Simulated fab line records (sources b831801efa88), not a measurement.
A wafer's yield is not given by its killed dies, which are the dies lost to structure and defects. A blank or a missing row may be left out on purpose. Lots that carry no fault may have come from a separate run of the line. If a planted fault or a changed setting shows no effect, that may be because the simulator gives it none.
A lot that was struck, set against a sound lot ; flow gf180mcu ; 19 out of 602 route steps
Sound: the wafers L409.2, L409.5, L409.6. Struck: wafers L425.2, L425.4, L425.6. The cause comes at the end.
At each step with rows: each side's tool, then ch and its chambers, then its first start. Under that, the readings that differ: sound wafers ; struck wafers ; difference of the means ; sigmas: that difference in standard deviations of wafers without a fault.
alike: words and numbers the same on both sides, and readings whose means are apart by under 2 such deviations; not compared: readings that were withheld, readings missing a value for some wafer, numbers with overlapping values and no deviation given by the record, and bounds like >300 which may hide the same value.
Wherever a step has rows on one side only, a row that says differs or no value, or a row with sigmas, the two part there. Non-overlapping numbers with no deviation appear without sigmas and do not part them. A reading that every wafer of one side lacks parts them only if that side has two wafers or more.

GF_V3_CMP_26: polishes, stops on SiO2, t overpolish 15 s, target thk 0 nm.
  sound on cmp-02 ch 1,2,3, day 24 00:22; struck on cmp-01 ch 0,2,3, day 28 17:58
  alike: motor-current-A, overpolish-run-s, time-to-endpoint-s
then, 1 step without rows for these wafers: GF_M4_SPUTTER_00 (material Ti, target thk 37.5 nm, time 150 s).
GF_M4_SPUTTER_01: material TiN, target thk 30 nm, time 25 s.
  struck on pvd-sputter-03, day 28 18:22; sound on pvd-sputter-04, day 24 00:40
  alike: throttle-valve-pct
then, 1 step without rows for these wafers: GF_M4_SPUTTER_02 (material AlCu, target thk 450 nm, time 23.9 s).
GF_M4_SPUTTER_03: material Ti, target thk 10 nm, time 6.7 s.
  struck on pvd-sputter-03, day 28 18:26; sound on pvd-sputter-04, day 24 00:44
  alike: throttle-valve-pct
GF_M4_SPUTTER_04: material TiN, target thk 50 nm, time 39.7 s.
  struck on pvd-sputter-03, day 28 18:27; sound on pvd-sputter-04, day 24 00:45
  alike: throttle-valve-pct
GF_M4_RS_MEAS_05: a four-point-probe measurement.
  struck on film-metro-04, day 28 18:31; sound on film-metro-02, day 24 00:49
  alike: M4_ALCU_RS
GF_M4_THK_MEAS_06: measures by xrf.
  struck on film-metro-04, day 28 18:37; sound on film-metro-02, day 24 00:55
  alike: M4_ALCU_THK
then, 4 steps without rows for these wafers: GF_M4_DEHYDRATE_07 (time 60 s); GF_M4_HMDS_08 (prime time 60 s); GF_M4_COAT_09 (resist thk 1000 nm); GF_M4_SOFTBAKE_10 (time 60 s).
GF_M4_EXPOSE_11: exposes mask Metal4, target cd 280 nm.
  sound on krf-scanner-02 ch 0, day 24 11:49; struck on krf-scanner-02 ch 0, day 29 04:17
  alike: mask
then, 2 steps without rows for these wafers: GF_M4_PEB_12 (peb time 90 s); GF_M4_DEVELOP_13 (develop time 60 s).
GF_M4_CD_MEAS_14 targets a cd of 280 nm.
  struck on cd-sem-01, day 29 12:44; sound on cd-sem-02, day 24 22:03
reading;sound;struck;difference;sigmas
cd-nm (nm);282.1 282.3 281.7;185.2 124.1 247.6;-96.4;-74
GF_M4_OVL_MEAS_15:
  struck on overlay-01, day 29 12:50; sound on overlay-01, day 24 22:09
  alike: M4_OVL
GF_M4_METAL_ETCH_16: etches the open film in Cl2/BCl3, stops on SiO2, target depth 627.5 nm, time 104.6 s.
  sound on rie-metal-01 ch 0,1, day 24 22:11; struck on rie-metal-03 ch 0,1, day 29 12:52
reading;sound;struck;difference;sigmas
model.M4.cd-nm (nm);284.5 284.8 284.8;177.8 127.8 235.1;-104.5;
  alike: chamber-pressure-mTorr, drypump-motor-current-A, mfc-cl2-sccm, oes-product-au, throttle-valve-pct
  not compared: rf-hours-counter-h
GF_M4_STRIP_17: strips in O2/N2.
  sound on plasma-asher-03 ch 0,1, day 24 22:17; struck on plasma-asher-01 ch 0,1, day 29 12:59
reading;sound;struck;difference;sigmas
heater-power-w (W);293 296 347;387 353 387;+64;+3
  alike: chamber-pressure-mTorr, drypump-motor-current-A, oes-product-au, strip-time-to-endpoint-s
  not compared: rf-hours-counter-h

== WHERE THEY PART ==
First at GF_M4_CD_MEAS_14; last, within this record, at GF_M4_STRIP_17.

WHY: whatever the simulator had introduced
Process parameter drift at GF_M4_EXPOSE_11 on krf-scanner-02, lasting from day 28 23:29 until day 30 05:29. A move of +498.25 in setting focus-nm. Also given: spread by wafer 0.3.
